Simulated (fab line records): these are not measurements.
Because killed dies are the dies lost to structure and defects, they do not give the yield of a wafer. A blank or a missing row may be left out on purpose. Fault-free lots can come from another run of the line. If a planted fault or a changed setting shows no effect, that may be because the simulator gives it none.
fab line records	flow gf180mcu
[record] lots = 15	wafers = 45	lastDay = 34
route steps=602 shown V1@351 M2@363
lots untouched by any fault: they come from a run of this same line in which no faults occurred
startH: hours from the record's opening day to when the first of the lot's shown wafers began	waitH: hours from the lot's prior step to this one	" the same as in the row above	L1.1+2: several wafers, shown together as one row	- no value, or no start was given	* or withheld: withheld	< > ~ a bound
route shown NAME@n: NAME is a module with steps in the file, n the number in the route of the first one	usual: mean/standard deviation of fault-free wafers	same: alike in all rows	chamber/n: place in a boat	sites: readings site by site	_std_site: standard deviation of those values	_edge_site: outer sites' mean less inner sites'	radiusMm: for every site, how far away it sits from the centre of the wafer	mask NAME#n: copy n	behind: the tool/chamber that last shaped the wafer	hold: why the lot was held/for how many hours/how that ended	device: transistor that didn't switch, given as n, p or np	end of line: the tests these same wafers got at the end of their route	step lacking rows: just its recipe	killed: dies lost to structure and defects at the first sort, not the wafer's yield	map: the dies of a wafer, with x for killed, . for not killed, _ for no die there
set.NAME: the setting as run; set.NAME@STEP: as run at that earlier step	model.NAME: the simulator's own value behind a step, which no gauge read
steps of the route over a sample of lots; a table a step, a row a wafer
services: when a tool's chamber went out of use (startH, in hours from the record's first day, below 0 if earlier), for how many hours, and the reason
[[steps]]
[step GF_V1_ETCH_16]
[recipe] chemistry = N2/H2	targetDepthA = withheld	overetchA = withheld	timeS = withheld	target = BARC	ionEnergyEv = 200	sourceW = 500	biasW = 100	pressureMtorr = 30	n2FlowSccm = 100	h2FlowSccm = 200
[usual] biasW = 100.05/0.3	chamberPressureMTorr = 30.003/0.025	drypumpMotorCurrentA = 5.6/0.43	oesProductAu = 0.854/0.0046	throttleValvePct = 13.225/0.0097
lot.wafer	tool	chamber	startH	waitH	biasW	chamberPressureMTorr	drypumpMotorCurrentA	oesProductAu	throttleValvePct
L442.2	rieDiel-03	3	416.77	0.0	100.04	29.984	5.8	0.851	13.229
L442.4	"	2	"	"	100.21	30.014	5.8	0.848	13.228
L442.5	"	2	"	"	100.16	29.964	5.8	0.852	13.211
L443.1	rieDiel-04	3	418.62	0.0	99.88	30.008	5.1	0.847	13.236
L443.2	"	2	"	"	100.00	30.027	6.0	0.863	13.241
L443.3	"	1	"	"	100.38	29.983	5.9	0.860	13.214
L445.2	rieDiel-03	1	444.82	0.0	100.08	30.034	6.1	0.862	13.239
L445.5	"	2	"	"	99.85	30.018	5.8	0.847	13.213
L445.6	"	1	"	"	99.96	30.001	6.1	0.852	13.237
L448.1	rieDiel-04	3	472.82	0.0	99.78	29.988	5.1	0.855	13.206
L448.2	"	2	"	"	100.12	29.996	6.1	0.849	13.238
L448.6	"	1	"	"	100.49	30.004	5.9	0.851	13.229
L446.4	rieDiel-02	0	474.07	0.0	100.06	29.998	5.1	0.868	13.216
L446.5	"	2	"	"	100.15	30.037	4.8	0.863	13.231
L446.6	"	3	"	"	100.06	29.988	5.4	0.851	13.219
L447.3	rieDiel-03	0	475.52	0.0	99.89	30.010	6.4	0.854	13.220
L447.5	"	0	"	"	100.18	29.995	6.4	0.860	13.223
L447.6	"	3	"	"	100.44	29.998	5.8	0.851	13.222
L450.2	rieDiel-02	1	499.50	0.0	99.80	29.946	5.9	0.861	13.208
L450.3	"	0	"	"	99.78	29.999	5.1	0.858	13.255
L450.5	"	0	"	"	100.16	30.005	5.1	0.849	13.225
L455.1	rieDiel-04	1	543.42	0.0	100.35	29.947	5.9	0.854	13.235
L455.3	"	3	"	"	99.89	30.009	5.1	0.848	13.224
L455.6	"	1	"	"	100.25	30.038	6.0	0.855	13.234
L456.1	rieDiel-04	2	556.12	0.0	-	-	-	-	-
L456.3	"	0	"	"	-	-	-	-	-
L456.6	"	0	"	"	-	-	-	-	-
L458.1	rieDiel-02	3	568.30	0.0	-	-	-	-	-
L458.2	"	0	"	"	-	-	-	-	-
L458.4	"	1	"	"	-	-	-	-	-
L457.2	rieDiel-04	1	569.05	0.0	-	-	-	-	-
L457.3	"	2	"	"	-	-	-	-	-
L457.6	"	3	"	"	-	-	-	-	-
L461.3	rieDiel-02	0	587.42	0.0	100.19	30.023	5.1	0.847	13.213
L461.5	"	0	"	"	99.74	29.971	5.1	0.863	13.241
L461.6	"	1	"	"	99.83	30.028	5.9	0.857	13.219
L462.1	rieDiel-02	3	597.20	0.0	99.90	30.038	5.4	0.858	13.216
L462.2	"	1	"	"	100.54	29.993	5.9	0.855	13.209
L462.3	"	0	"	"	100.48	29.992	5.1	0.857	13.230
L463.1	rieDiel-02	1	599.35	0.0	99.73	30.015	5.9	0.852	13.242
L463.2	"	3	"	"	99.68	30.012	5.4	0.853	13.209
L463.3	"	0	"	"	99.51	30.014	5.1	0.852	13.228
L464.1	rieDiel-03	1	611.07	0.0	99.83	29.991	6.0	0.852	13.238
L464.5	"	2	"	"	100.00	30.012	5.8	0.850	13.226
L464.6	"	3	"	"	99.63	30.027	5.7	0.850	13.226
[step GF_V1_ETCH_17]
[recipe] chemistry = C4F8/O2/Ar	maskMaterial = KrF	target = SiO2	stopOn = TiN	sourceW = 1500	biasW = 1200	pressureMtorr = 40	c4f8FlowSccm = withheld	O2_flow_sccm = 6	Ar_flow_sccm = 300	timeS = withheld	targetDepthA = 6300
[usual] biasW = 1200/3.2	chamberPressureMTorr = 40.00/0.038	oesProductAu = 0.855/0.0047
lot.wafer	tool	chamber	startH	waitH	biasW	chamberPressureMTorr	oesProductAu
L442.2	rieDiel-03	3	-	-	1208	40.10	0.855
L442.4	"	2	"	"	1202	40.01	0.852
L442.5	"	2	"	"	1205	40.05	0.863
L443.1	rieDiel-04	3	-	-	1200	40.05	0.852
L443.2	"	2	"	"	1207	39.99	0.859
L443.3	"	1	"	"	1202	40.04	0.850
L445.2	rieDiel-03	2	-	-	1197	40.03	0.860
L445.5	"	1	"	"	1201	40.00	0.861
L445.6	"	2	"	"	1194	40.04	0.851
L448.1	rieDiel-04	3	-	-	1197	39.95	0.856
L448.2	"	2	"	"	1195	40.02	0.857
L448.6	"	1	"	"	1199	39.99	0.858
L446.4	rieDiel-02	0	-	-	1203	40.03	0.851
L446.5	"	2	"	"	1196	39.95	0.851
L446.6	"	3	"	"	1200	39.99	0.868
L447.3	rieDiel-03	0	-	-	1205	40.02	0.855
L447.5	"	0	"	"	1204	39.99	0.859
L447.6	"	3	"	"	1201	39.93	0.862
L450.2	rieDiel-02	1	-	-	1203	39.95	0.854
L450.3	"	0	"	"	1203	39.99	0.845
L450.5	"	0	"	"	1198	39.94	0.858
L455.1	rieDiel-04	1	-	-	1200	40.01	0.853
L455.3	"	3	"	"	1199	40.05	0.856
L455.6	"	1	"	"	1204	40.08	0.852
L456.1	rieDiel-04	2	-	-	1200	40.02	0.375
L456.3	"	0	"	"	1199	40.01	0.376
L456.6	"	0	"	"	1201	40.02	0.373
L458.1	rieDiel-02	3	-	-	1208	40.08	0.370
L458.2	"	0	"	"	1200	40.00	0.378
L458.4	"	1	"	"	1198	39.99	0.377
L457.2	rieDiel-04	1	-	-	1192	40.03	0.376
L457.3	"	2	"	"	1201	40.05	0.375
L457.6	"	3	"	"	1198	39.99	0.371
L461.3	rieDiel-02	0	-	-	1198	40.03	0.853
L461.5	"	0	"	"	1201	39.98	0.861
L461.6	"	1	"	"	1198	39.98	0.858
L462.1	rieDiel-02	3	-	-	1203	39.94	0.853
L462.2	"	1	"	"	1201	40.03	0.844
L462.3	"	0	"	"	1197	40.01	0.848
L463.1	rieDiel-02	1	-	-	1204	39.98	0.852
L463.2	"	3	"	"	1200	40.08	0.848
L463.3	"	0	"	"	1197	40.02	0.863
L464.1	rieDiel-03	1	-	-	1199	39.99	0.856
L464.5	"	2	"	"	1196	40.05	0.851
L464.6	"	3	"	"	1202	39.96	0.852
[step GF_V1_STRIP_18]
[recipe] chemistry = O2/N2	powerW = 1400	pressureMtorr = 1500	platenTempC = 250	o2FlowSccm = 3000	n2FlowSccm = 300	overashFraction = 0.5
[usual] drypumpMotorCurrentA = 5.5/0.36	heaterPowerW = 334/17	oesProductAu = 0.592/0.0056	platenTempC = 250.02/0.18
lot.wafer	tool	chamber	startH	waitH	drypumpMotorCurrentA	heaterPowerW	oesProductAu	platenTempC	rfHoursCounterH
L442.2	plasmaAsher-01	1	416.90	-	5.9	331	0.598	249.90	77
L442.4	"	1	"	"	5.9	324	0.592	249.68	-
L442.5	"	1	"	"	5.9	333	0.584	249.91	-
L443.1	plasmaAsher-04	0	418.75	-	5.4	318	0.591	249.83	63
L443.2	"	1	"	"	5.4	337	0.586	249.95	63
L443.3	"	1	"	"	5.4	332	0.589	250.28	-
L445.2	plasmaAsher-01	0	444.95	-	5.2	307	0.585	250.15	1
L445.5	"	1	"	"	5.9	342	0.595	249.83	-
L445.6	"	0	"	"	5.2	304	0.594	249.97	-
L448.1	plasmaAsher-04	1	472.95	-	5.4	339	0.596	250.09	69
L448.2	"	0	"	"	5.4	317	0.586	250.30	69
L448.6	"	0	"	"	5.4	321	0.592	250.03	-
L446.4	plasmaAsher-02	0	474.21	-	5.9	356	0.592	250.03	-
L446.5	"	0	"	"	5.9	355	0.599	249.91	-
L446.6	"	1	"	"	5.0	328	0.590	249.76	-
L447.3	plasmaAsher-01	0	475.68	-	5.2	303	0.593	249.99	-
L447.5	"	1	"	"	5.9	340	0.597	250.02	-
L447.6	"	0	"	"	5.2	301	0.580	250.03	-
L450.2	plasmaAsher-02	1	499.63	-	5.1	342	0.590	250.09	83
L450.3	"	0	"	"	6.0	350	0.585	250.02	-
L450.5	"	0	"	"	6.0	352	0.591	249.99	-
L455.1	plasmaAsher-02	0	543.55	-	6.0	348	0.588	249.75	88
L455.3	"	1	"	"	5.1	340	0.584	249.92	-
L455.6	"	0	"	"	6.0	354	0.592	249.89	-
L456.1	plasmaAsher-02	1	556.25	-	5.1	348	0.612	249.95	90
L456.3	"	1	"	"	5.1	336	0.607	250.21	-
L456.6	"	1	"	"	5.1	338	0.617	250.05	-
L458.1	plasmaAsher-01	1	568.43	-	5.9	348	0.613	250.04	15
L458.2	"	0	"	"	5.2	306	0.611	249.81	15
L458.4	"	0	"	"	5.2	304	0.604	249.91	-
L457.2	plasmaAsher-02	1	569.18	-	5.1	342	0.609	249.76	91
L457.3	"	0	"	"	5.9	344	0.612	250.49	-
L457.6	"	1	"	"	5.1	338	0.608	250.00	-
L461.3	plasmaAsher-02	1	587.58	-	5.1	341	0.603	249.93	-
L461.5	"	1	"	"	5.1	338	0.588	250.12	-
L461.6	"	0	"	"	6.0	344	0.592	250.23	-
L462.1	plasmaAsher-04	1	597.33	-	5.5	331	0.595	250.14	81
L462.2	"	0	"	"	5.4	322	0.594	250.22	81
L462.3	"	0	"	"	5.4	312	0.583	249.94	-
L463.1	plasmaAsher-01	0	599.48	-	5.2	305	0.591	250.27	19
L463.2	"	1	"	"	5.9	347	0.586	250.13	19
L463.3	"	0	"	"	5.3	307	0.589	250.23	-
L464.1	plasmaAsher-02	0	611.20	-	6.0	354	0.581	250.16	95
L464.5	"	1	"	"	5.1	349	0.585	249.96	-
L464.6	"	0	"	"	5.9	351	0.589	250.30	-
[step GF_V1_SPUTTER_21]
[recipe] material = Ti	targetThkNm = 15	chamberPressurePa = 5	powerW = 2500	substrateTempC = 200	timeS = 80.02
[usual] throttleValvePct = 29.5/1.1
lot.wafer	tool	chamber	startH	waitH	throttleValvePct
L442.2	pvdSputter-03	-	417.44	0.0	28.5
L442.4	"	-	"	"	30.5
L442.5	"	-	"	"	29.6
L443.1	pvdSputter-04	-	419.29	0.0	29.3
L443.2	"	-	"	"	31.2
L443.3	"	-	"	"	28.6
L445.2	pvdSputter-03	-	445.57	0.0	28.4
L445.5	"	-	"	"	28.6
L445.6	"	-	"	"	28.5
L448.1	pvdSputter-04	-	473.52	0.0	29.4
L448.2	"	-	"	"	31.3
L448.6	"	-	"	"	28.7
L446.4	pvdSputter-03	-	474.75	0.0	30.2
L446.5	"	-	"	"	29.7
L446.6	"	-	"	"	28.3
L447.3	pvdSputter-04	-	476.18	0.0	31.2
L447.5	"	-	"	"	28.0
L447.6	"	-	"	"	29.2
L450.2	pvdSputter-04	-	500.16	0.0	31.0
L450.3	"	-	"	"	27.9
L450.5	"	-	"	"	28.0
L455.1	pvdSputter-01	-	544.08	0.0	29.4
L455.3	"	-	"	"	29.1
L455.6	"	-	"	"	29.4
L456.1	pvdSputter-04	-	556.78	0.0	31.0
L456.3	"	-	"	"	28.6
L456.6	"	-	"	"	28.2
L458.1	pvdSputter-01	-	568.96	0.0	30.9
L458.2	"	-	"	"	29.8
L458.4	"	-	"	"	31.7
L457.2	pvdSputter-03	-	569.74	0.0	28.5
L457.3	"	-	"	"	28.6
L457.6	"	-	"	"	29.6
L461.3	pvdSputter-04	-	588.33	0.0	28.1
L461.5	"	-	"	"	28.1
L461.6	"	-	"	"	31.4
L462.1	pvdSputter-04	-	597.86	0.0	28.1
L462.2	"	-	"	"	31.3
L462.3	"	-	"	"	29.1
L463.1	pvdSputter-03	-	600.01	0.0	30.3
L463.2	"	-	"	"	29.8
L463.3	"	-	"	"	28.5
L464.1	pvdSputter-03	-	611.73	0.0	30.3
L464.5	"	-	"	"	30.6
L464.6	"	-	"	"	29.8
[step GF_M2_SPUTTER_01]
[recipe] material = TiN	targetThkNm = 30	powerW = 6500	timeS = 23.8	chamberPressurePa = 0.4
[usual] throttleValvePct = 30.1/1
lot.wafer	tool	chamber	startH	waitH	throttleValvePct
L442.2	pvdSputter-02	-	418.23	0.1	30.0
L442.4	"	-	"	"	31.2
L442.5	"	-	"	"	30.4
L443.1	pvdSputter-01	-	420.08	0.1	29.0
L443.2	"	-	"	"	29.5
L443.3	"	-	"	"	31.7
L445.2	pvdSputter-02	-	446.37	0.1	31.4
L445.5	"	-	"	"	29.8
L445.6	"	-	"	"	30.4
L448.1	pvdSputter-01	-	474.31	0.1	31.4
L448.2	"	-	"	"	32.0
L448.6	"	-	"	"	29.4
L446.4	pvdSputter-02	-	475.67	0.1	29.5
L446.5	"	-	"	"	30.4
L446.6	"	-	"	"	29.4
L447.3	pvdSputter-01	-	476.97	0.1	29.3
L447.5	"	-	"	"	29.3
L447.6	"	-	"	"	29.7
L450.2	pvdSputter-02	-	500.96	0.1	29.3
L450.3	"	-	"	"	31.3
L450.5	"	-	"	"	31.7
L455.1	pvdSputter-02	-	544.87	0.1	29.6
L455.3	"	-	"	"	30.0
L455.6	"	-	"	"	29.3
L461.3	pvdSputter-02	-	589.25	0.1	30.4
L461.5	"	-	"	"	31.5
L461.6	"	-	"	"	29.8
L462.1	pvdSputter-01	-	598.65	0.1	29.5
L462.2	"	-	"	"	29.5
L462.3	"	-	"	"	31.9
L463.1	pvdSputter-01	-	600.80	0.1	29.7
L463.2	"	-	"	"	29.4
L463.3	"	-	"	"	31.8
L464.1	pvdSputter-01	-	612.52	0.1	29.8
L464.5	"	-	"	"	31.6
L464.6	"	-	"	"	31.3
[step GF_M2_SPUTTER_03]
[recipe] material = Ti	targetThkNm = 10	substrateTempC = 300	chamberPressurePa = 0.3	powerW = 3000	timeS = 6.7
[usual] throttleValvePct = 30.1/1.1
lot.wafer	tool	chamber	startH	waitH	throttleValvePct
L442.2	pvdSputter-02	-	418.29	0.0	29.4
L442.4	"	-	"	"	31.5
L442.5	"	-	"	"	30.6
L443.1	pvdSputter-01	-	420.14	0.0	29.2
L443.2	"	-	"	"	29.7
L443.3	"	-	"	"	31.8
L445.2	pvdSputter-02	-	446.43	0.0	31.4
L445.5	"	-	"	"	29.5
L445.6	"	-	"	"	30.3
L448.1	pvdSputter-01	-	474.37	0.0	31.6
L448.2	"	-	"	"	32.1
L448.6	"	-	"	"	29.2
L446.4	pvdSputter-02	-	475.73	0.0	29.4
L446.5	"	-	"	"	30.8
L446.6	"	-	"	"	29.4
L447.3	pvdSputter-01	-	477.03	0.0	29.2
L447.5	"	-	"	"	29.2
L447.6	"	-	"	"	29.9
L450.2	pvdSputter-02	-	501.02	0.0	29.4
L450.3	"	-	"	"	31.5
L450.5	"	-	"	"	31.4
L455.1	pvdSputter-02	-	544.93	0.0	29.4
L455.3	"	-	"	"	29.4
L455.6	"	-	"	"	29.5
L461.3	pvdSputter-02	-	589.31	0.0	30.5
L461.5	"	-	"	"	31.6
L461.6	"	-	"	"	29.8
L462.1	pvdSputter-01	-	598.71	0.0	29.7
L462.2	"	-	"	"	29.3
L462.3	"	-	"	"	32.1
L463.1	pvdSputter-01	-	600.86	0.0	29.5
L463.2	"	-	"	"	29.0
L463.3	"	-	"	"	31.9
L464.1	pvdSputter-01	-	612.58	0.0	29.7
L464.5	"	-	"	"	31.7
L464.6	"	-	"	"	31.4
[[services]]
tool	chamber	startH	hours	kind
rieDiel-04	2	396.72	5.8	repair
rieDiel-03	0	402.86	4.6	repair
plasmaAsher-02	-	415.64	1.5	repair
plasmaAsher-01	-	421.25	9.0	pm
pvdSputter-01	0	426.01	-	consumableReplace:kit
pvdSputter-01	0	426.01	18.0	scheduledDown
pvdSputter-01	0	426.01	18.0	ventCycle
rieDiel-02	2	437.04	6.2	repair
rieDiel-03	3	444.92	4.0	repair
rieDiel-02	1	449.99	3.8	repair
rieDiel-02	0	461.86	3.9	repair
rieDiel-02	1	472.42	2.7	repair
rieDiel-03	1	477.73	3.4	repair
rieDiel-03	1	513.73	8.2	repair
rieDiel-03	2	525.69	1.4	repair
rieDiel-02	0	534.86	4.5	repair
plasmaAsher-04	-	539.38	8.5	pm
rieDiel-04	3	554.88	9.7	repair
rieDiel-03	-	577.97	2.8	pm
rieDiel-04	-	590.64	14.6	pm
pvdSputter-04	-	598.78	2.6	repair
pvdSputter-02	-	607.80	0.9	repair
rieDiel-03	3	608.08	2.1	repair
rieDiel-03	2	612.19	4.7	repair
[[key]]
[firstSign] step = GF_V1_ETCH_16	reading = toolRecord	direction = missing
[effect] step = GF_V1_ETCH_17	reading = oesProductAu	direction = down	sigmas = 99+	usual = 0.855	struck = 0.375
[effect] step = GF_V1_STRIP_18	reading = oesProductAu	direction = up	sigmas = 3.2	usual = 0.592	struck = 0.610
metAt GF_V1_ETCH_16
struckLots L456,L457,L458
laterRowsLeftOut L456.1,L456.3,L456.6,L457.2,L457.3,L457.6,L458.1,L458.2,L458.4
sortLeftOut L456.1,L456.3,L456.6,L457.2,L457.3,L457.6,L458.1,L458.2,L458.4
notActingAt GF_V1_SPUTTER_21,GF_M2_SPUTTER_01,GF_M2_SPUTTER_03
onsetBetween 543.42 556.12
[fault] kind = skippedStepWhole	tool = rieDiel-02,rieDiel-04	chamber = -	onsetH = 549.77	steps = GF_V1_ETCH_16	scope = struckLotsOnly
// sortLeftOut: the simulated sort isn't trusted on such a fault, so these wafers' sort isn't shown, and their yield isn't known
// laterRowsLeftOut: the simulator's readings of these wafers behind a module that went badly wrong aren't trusted and aren't shown, but for the sort
